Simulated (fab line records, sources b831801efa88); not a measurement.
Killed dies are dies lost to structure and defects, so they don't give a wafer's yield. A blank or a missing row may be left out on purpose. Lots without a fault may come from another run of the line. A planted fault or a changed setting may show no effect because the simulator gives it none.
Which tool did it? | flow sky130 | 12 lots, 35 wafers sampled, at 3 steps of a route of 708

WHAT THE GAUGES READ, wafer by wafer
SKY_VIA2_THK_MEAS_23: measures by xrf.
lot  | measured     | on            | VIA2_W_THK (nm)
L421 | day 36 09:09 | film_metro-01 | 429 432 429
L422 | day 36 11:31 | film_metro-04 | 446 431 429
L423 | day 37 02:41 | film_metro-02 | 436 429 438
L425 | day 37 16:55 | film_metro-04 | 432 430 448
L426 | day 37 18:49 | film_metro-02 | 436 439 435
L427 | day 38 09:48 | film_metro-02 | 439 429 435
L430 | day 39 05:04 | film_metro-04 | 434 431 433
L431 | day 39 10:47 | film_metro-01 | 436 435 435
L433 | day 40 05:55 | film_metro-02 | 428 423 428
L437 | day 41 06:23 | film_metro-04 | 420 421
L443 | day 43 01:23 | film_metro-01 | 445 448 428
L444 | day 43 10:24 | film_metro-04 | 441 425 423

WHICH TOOL RAN EACH LOT (tool, then ch and the chambers of the sampled wafers, then the start)
lot  | SKY_VIA2_ETCH_15                   | SKY_VIA2_STRIP_16
L421 | rie_diel-01 ch 0,1,3, day 36 08:11 | plasma_asher-01 ch 1, day 36 08:15
L422 | rie_diel-01 ch 0,1,2, day 36 10:32 | plasma_asher-04 ch 0,1, day 36 10:38
L423 | rie_diel-03 ch 2,3, day 37 01:41   | plasma_asher-04 ch 0,1, day 37 01:47
L425 | rie_diel-01 ch 0,1,2, day 37 15:56 | plasma_asher-01 ch 0, day 37 16:00
L426 | rie_diel-04 ch 1,2,3, day 37 17:50 | plasma_asher-01 ch 1, day 37 17:53
L427 | rie_diel-01 ch 0,1,2, day 38 08:50 | plasma_asher-03 ch 0,1, day 38 08:54
L430 | rie_diel-01 ch 0,2,3, day 39 04:05 | plasma_asher-01 ch 0,1, day 39 04:08
L431 | rie_diel-03 ch 0,2, day 39 09:47   | plasma_asher-03 ch 0,1, day 39 09:51
L433 | rie_diel-01 ch 0,1,3, day 40 04:56 | plasma_asher-03 ch 0,1, day 40 05:00
L437 | rie_diel-01 ch 0,1, day 41 05:17   | plasma_asher-04 ch 0, day 41 05:20
L443 | rie_diel-04 ch 1,2, day 43 00:20   | plasma_asher-01 ch 0,1, day 43 00:24
L444 | rie_diel-04 ch 0,2,3, day 43 09:26 | plasma_asher-03 ch 0, day 43 09:30
- SKY_VIA2_ETCH_15: etches SiO2 in C4F8/O2/Ar, stops on TiN, target depth 546 nm, time 84 s.
- SKY_VIA2_STRIP_16: strips in O2/N2.

WHAT THE TOOLS THEMSELVES READ (means of the sampled wafers that have a number; where no wafer has one, the mark that the record gives instead)
SKY_VIA2_ETCH_15.
lot  | tool        | oes_product_au (a.u.)
L421 | rie_diel-01 | 0.943
L422 | rie_diel-01 | 0.941
L423 | rie_diel-03 | 0.940
L425 | rie_diel-01 | 0.941
L426 | rie_diel-04 | 0.944
L427 | rie_diel-01 | 0.936
L430 | rie_diel-01 | 0.943
L431 | rie_diel-03 | 0.938
L433 | rie_diel-01 | 0.938
L437 | rie_diel-01 | 0.946
L443 | rie_diel-04 | 0.943
L444 | rie_diel-04 | 0.937

SKY_VIA2_STRIP_16.
lot  | tool            | drypump_motor_current_A (A) | oes_product_au (a.u.) | strip_time_to_endpoint_s (s)
L421 | plasma_asher-01 | 5.4                         | 0.402                 | 4.083
L422 | plasma_asher-04 | 5.2                         | 0.400                 | 4.047
L423 | plasma_asher-04 | 5.2                         | 0.402                 | 4.057
L425 | plasma_asher-01 | 5.2                         | 0.404                 | 4.056
L426 | plasma_asher-01 | 5.4                         | 0.400                 | 4.060
L427 | plasma_asher-03 | 6.1                         | 0.398                 | 4.035
L430 | plasma_asher-01 | 5.3                         | 0.399                 | 4.064
L431 | plasma_asher-03 | 6.3                         | 0.394                 | 4.040
L433 | plasma_asher-03 | 6.3                         | 0.389                 | 3.872
L437 | plasma_asher-04 | 5.2                         | 0.386                 | 3.808
L443 | plasma_asher-01 | 5.3                         | 0.399                 | 4.040
L444 | plasma_asher-03 | 6.5                         | 0.403                 | 4.085

THE ANSWER, worked out from the rows above alone
Rule: what is usual is taken from the lots themselves. Put in order of their means at a reading, lots are off if they are a third of the lots or fewer, leave a main group of 4 or more, and stand apart from it by a gap of 3 or more times the standard deviation of the main group's means; of several such gaps the widest counts. A main group whose means are all the same, to the digits that the tables above print for the reading, isn't used. A lot without any number at a reading at which 4 lots or more have one is off too. The other lots that the step has rows for count as sound. The gauges are gone through in route order, then the tools' own readings, and for those a lot's mean is taken as printed above. The first step at which some lot is off is used, and at that step the reading that is off furthest; a lot without a number counts as furthest.
Off: L433, L437, at SKY_VIA2_STRIP_16 (strip_time_to_endpoint_s). The main group: mean 4.057 s, standard deviation 0.016.
A tool fits if, at that step or a process step before it, it ran every lot that is off, and no sound lot after the first of them. One fits: rie_diel-01 at SKY_VIA2_ETCH_15. Its last sound lot is L430 (day 39 04:05), its first lot that is off L433 (day 40 04:56): a fault that began between those two fits.

WHAT THE SIMULATOR HAD PUT IN
Process parameter drift: rie_diel-01, from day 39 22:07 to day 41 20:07, at SKY_VIA2_ETCH_15. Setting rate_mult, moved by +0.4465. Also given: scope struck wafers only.
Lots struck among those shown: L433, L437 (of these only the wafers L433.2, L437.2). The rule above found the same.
